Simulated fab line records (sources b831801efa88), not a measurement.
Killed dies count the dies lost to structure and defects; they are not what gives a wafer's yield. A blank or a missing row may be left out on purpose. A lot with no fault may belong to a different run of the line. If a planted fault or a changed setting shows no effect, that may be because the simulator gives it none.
Matching of chambers || flow sky130 || 4 sister chambers for SKY_FIELD_ISO_CMP_27 on cmp-01
The step polishes, stops on Si3N4, t overpolish 16 s, target thk 457.8 nm. 4 wafers are shown with their chamber, then 9 later ones without.

== WAFERS WITH THEIR CHAMBER ==
{"wafer": "L826.4", "chamber": 1, "motor current A (A)": 11.3}
{"wafer": "L828.2", "chamber": 2, "motor current A (A)": 13.0}
{"wafer": "L828.4", "chamber": 3, "motor current A (A)": 12.6}
{"wafer": "L828.6", "chamber": 0, "motor current A (A)": 12.8}

== WAFERS WHOSE CHAMBER IS MISSING ==
{"wafer": "L835.3", "motor current A (A)": 12.3}
{"wafer": "L835.4", "motor current A (A)": 10.7}
{"wafer": "L835.6", "motor current A (A)": 13.2}
{"wafer": "L837.1", "motor current A (A)": 13.0}
{"wafer": "L837.2", "motor current A (A)": 12.7}
{"wafer": "L837.4", "motor current A (A)": 10.9}
{"wafer": "L838.1", "motor current A (A)": 12.0}
{"wafer": "L838.3", "motor current A (A)": 13.0}
{"wafer": "L838.5", "motor current A (A)": 12.4}

== THE CHAMBER EACH PASSED THROUGH ==
{"wafer": "L835.3", "from the rows above": "can't be placed: 3 or 0 or 2", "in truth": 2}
{"wafer": "L835.4", "from the rows above": 1, "in truth": 1}
{"wafer": "L835.6", "from the rows above": "can't be placed: 2 or 0 or 3", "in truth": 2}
{"wafer": "L837.1", "from the rows above": "can't be placed: 2 or 0 or 3", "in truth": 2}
{"wafer": "L837.2", "from the rows above": "can't be placed: 3 or 0 or 2", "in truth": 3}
{"wafer": "L837.4", "from the rows above": 1, "in truth": 1}
{"wafer": "L838.1", "from the rows above": "can't be placed: 3 or 1 or 0 or 2", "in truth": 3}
{"wafer": "L838.3", "from the rows above": "can't be placed: 2 or 0 or 3", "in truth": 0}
{"wafer": "L838.5", "from the rows above": "can't be placed: 3 or 0 or 2", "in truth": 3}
Correct placement for 2 of the 9. Unplaceable from these rows: 7, with the true chamber sitting among the candidates in 7. Placed wrongly: 0.
How it was worked out, from the rows above alone: a wafer's distance from a chamber is the root of the sum, over the readings, of the square of ((its reading less the chamber's mean) divided by the reading's scatter). The wafer belongs to the nearest chamber; if the next one is less than 2 further off, it can't be placed. The mean given for a chamber averages the wafers shown for that chamber. The scatter: root of mean squared gap, hidden wafer to nearest shown wafer, with one shown wafer a chamber.
